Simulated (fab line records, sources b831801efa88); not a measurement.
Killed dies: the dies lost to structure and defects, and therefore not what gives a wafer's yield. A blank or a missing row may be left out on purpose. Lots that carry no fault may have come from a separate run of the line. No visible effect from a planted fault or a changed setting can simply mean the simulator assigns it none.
A struck lot beside a sound one ; flow sky130 ; 36 out of 708 route steps
Sound: these wafers, L433.2, L433.3, L433.4. Struck: wafer L427.4. (L427.1 of the same lot was not struck and is left out.) The cause comes at the end.
Order at every step that has rows: each side's tool, ch and its chambers, its first start. Under that, the readings that differ: sound wafers ; struck wafers ; difference of the means ; sigmas: that difference in standard deviations of wafers without a fault.
alike: same words and numbers on both sides, and readings whose means sit less than 2 such deviations apart. not compared: any withheld reading, any reading some wafer has no value for, any bound like >300 that may hide the same value, and any number with overlapping values for which the record gives no deviation.
The two part at a step that has a row with sigmas, a row that says differs or no value, or rows on one side only. When numbers do not overlap yet have no deviation, they are printed without sigmas and do not part them. Lack of a reading on every wafer of one side parts them only where that side has two or more wafers.

SKY_LOCAL_INTERCONNECT_CD_MEAS_11: target cd 170 nm.
  sound on cd sem-02, day 36 19:19; struck on cd sem-01, day 35 01:17
  alike: cd nm
SKY_LOCAL_INTERCONNECT_OVL_MEAS_12:
  sound on overlay-01, day 36 19:25; struck on overlay-02, day 35 01:25
reading;sound;struck;difference;sigmas
LOCAL_INTERCONNECT_OVL (nm);8 8 6;-5;-12;-2
then, 6 steps without rows for these wafers: SKY_LOCAL_INTERCONNECT_ETCH_13 (etches BARC in N2/H2, stops on SiO2, time 45.9 s, target depth 60 nm); SKY_LOCAL_INTERCONNECT_METAL_ETCH_14 (etches TiN in Cl2/BCl3, stops on PSG, target depth 110 nm, time 31.4 s); SKY_LOCAL_INTERCONNECT_STRIP_15 (strips in O2/N2); SKY_LOCAL_INTERCONNECT_STRIP_16 (strips in post etch residue remover, time 1200 s); SKY_LOCAL_INTERCONNECT_CLEAN_17 (cleans in IPA, time 180 s); SKY_LOCAL_INTERCONNECT_CLEAN_18 (cleans in O3/DIW).
SKY_CONTACT_CVD_00: deposits Si3N4, target thk 75 nm.
  sound on pecvd-03 ch 0,1, day 36 20:23; struck on pecvd-02 ch 2, day 35 02:10
  alike: heater power w
SKY_CONTACT_THK_MEAS_01:
  sound on film metro-01, day 36 20:26; struck on film metro-01, day 35 02:13
  alike: CONTACT_CVD_00_THK
then, 1 step without rows for these wafers: SKY_CONTACT_HDPCVD_02 (deposits SiO2, target thk 565 nm, time 94.2 s).
SKY_CONTACT_THK_MEAS_03:
  sound on film metro-02, day 36 20:34; struck on film metro-02, day 35 02:20
  alike: CONTACT_HDPCVD_THK
SKY_CONTACT_CMP_04: polishes SiO2.
  sound on cmp-02 ch 0,1,2, day 36 20:40; struck on cmp-01 ch 2, day 35 02:30
reading;sound;struck;difference;sigmas
time to endpoint s (s);85 83 82;105;+22;+6
model.SiO2_of_CONTACT_HDPCVD_02.thk nm (nm);342.1 342.5 341.7;418.4;+76.3;
  alike: edge zone pressure frac, motor current A, slurry filter dp kPa
SKY_CONTACT_BOW_MEAS_05:
  sound on film metro-04, day 36 20:56; struck on film metro-02, day 35 02:42
  alike: CONTACT_BOW
then, 8 steps without rows for these wafers: SKY_CONTACT_DEHYDRATE_06 (time 60 s); SKY_CONTACT_HMDS_07 (prime time 60 s); SKY_CONTACT_COAT_08 (resist thk 60 nm); SKY_CONTACT_COAT_09 (resist thk 450 nm); SKY_CONTACT_SOFTBAKE_10 (time 90 s); SKY_CONTACT_EXPOSE_11 (exposes mask CTM1, target cd 170 nm); SKY_CONTACT_PEB_12; SKY_CONTACT_DEVELOP_13 (develop time 60 s).
SKY_CONTACT_CD_MEAS_14: target cd 170 nm.
  sound on cd sem-02, day 37 22:19; struck on cd sem-02, day 36 05:25
  alike: cd nm
SKY_CONTACT_OVL_MEAS_15:
  sound on overlay-01, day 37 22:25; struck on overlay-01, day 36 05:32
  alike: CONTACT_OVL
then, 1 step without rows for these wafers: SKY_CONTACT_ETCH_16 (etches BARC in N2/H2, stops on SiO2, time 45.9 s, target depth 60 nm).
SKY_CONTACT_ETCH_17: etches SiO2 in C4F8/O2/Ar, stops on Si3N4, target depth 340 nm.
  sound on rie diel-04 ch 0,2,3, day 37 22:30; struck on rie diel-02 ch 2, day 36 05:37
reading;sound;struck;difference;sigmas
oes product au (a.u.);0.897 0.900 0.889;0.982;+0.087;+18
model.etch.depth nm (nm);342.1 342.5 341.7;404.7;+62.6;
model.CONTACT.feature depth nm (nm);342.1 342.5 341.7;404.7;+62.6;
SKY_CONTACT_ETCH_18: etches Si3N4 in CHF3/O2, stops on TiN, time 39 s, target depth 75 nm.
  sound: rie diel-04 ch 0,2,3; struck: rie diel-02 ch 2
  alike: drypump motor current A, oes product au, throttle valve pct
  not compared: rf hours counter h
SKY_CONTACT_STRIP_19: strips in O2/N2.
  sound on plasma asher-04 ch 0,1, day 37 22:35; struck on plasma asher-04 ch 0, day 36 05:43
  alike: drypump motor current A, oes product au, strip time to endpoint s
  not compared: rf hours counter h
then, 3 steps without rows for these wafers: SKY_CONTACT_STRIP_20 (strips in post etch residue remover, time 1200 s); SKY_CONTACT_CLEAN_21 (cleans in IPA, time 180 s); SKY_CONTACT_CLEAN_22 (cleans in O3/DIW).
SKY_CONTACT_SPUTTER_23: material TiN, target thk 20 nm, time 80 s.
  sound on pvd sputter-03, day 37 23:13; struck on pvd sputter-02, day 36 06:44
  alike: throttle valve pct
SKY_CONTACT_CVD_24: deposits W, target thk 340 nm, time 102.12 s.
  sound on cvd w-01 ch 0,1, day 37 23:16; struck on cvd w-02 ch 0, day 36 06:48
reading;sound;struck;difference;sigmas
heater power w (W);754 859 758;921;+131;+2
SKY_CONTACT_CMP_27: polishes, stops on SiO2, t overpolish 15 s, target thk 0 nm.
  sound on cmp-02 ch 1,2,3, day 37 23:37; struck on cmp-02 ch 2, day 36 07:05
reading;sound;struck;difference;sigmas
model.SiO2_of_CONTACT_HDPCVD_02.thk nm (nm);338.9 339.4 338.5;415.2;+76.3;
  alike: edge zone pressure frac, motor current A, slurry filter dp kPa
then, 1 step without rows for these wafers: SKY_METAL1_SPUTTER_00 (material Ti, target thk 15 nm, time 10 s).
-- the record jumps here: 13 days lie between the struck wafers' starts before and after (it left off in module METAL1 and takes up again in module PAD_OPEN, whose first step shown is number 708 of the route) --
SKY_PAD_OPEN_PROBE_99:
  the record has rows for the struck wafers here (prober-01, day 49 05:28) and none for the sound ones

## WHERE THEY PART
Last at SKY_PAD_OPEN_PROBE_99 as far as this record goes, first at SKY_LOCAL_INTERCONNECT_OVL_MEAS_12.

WHY: what the simulator had put in
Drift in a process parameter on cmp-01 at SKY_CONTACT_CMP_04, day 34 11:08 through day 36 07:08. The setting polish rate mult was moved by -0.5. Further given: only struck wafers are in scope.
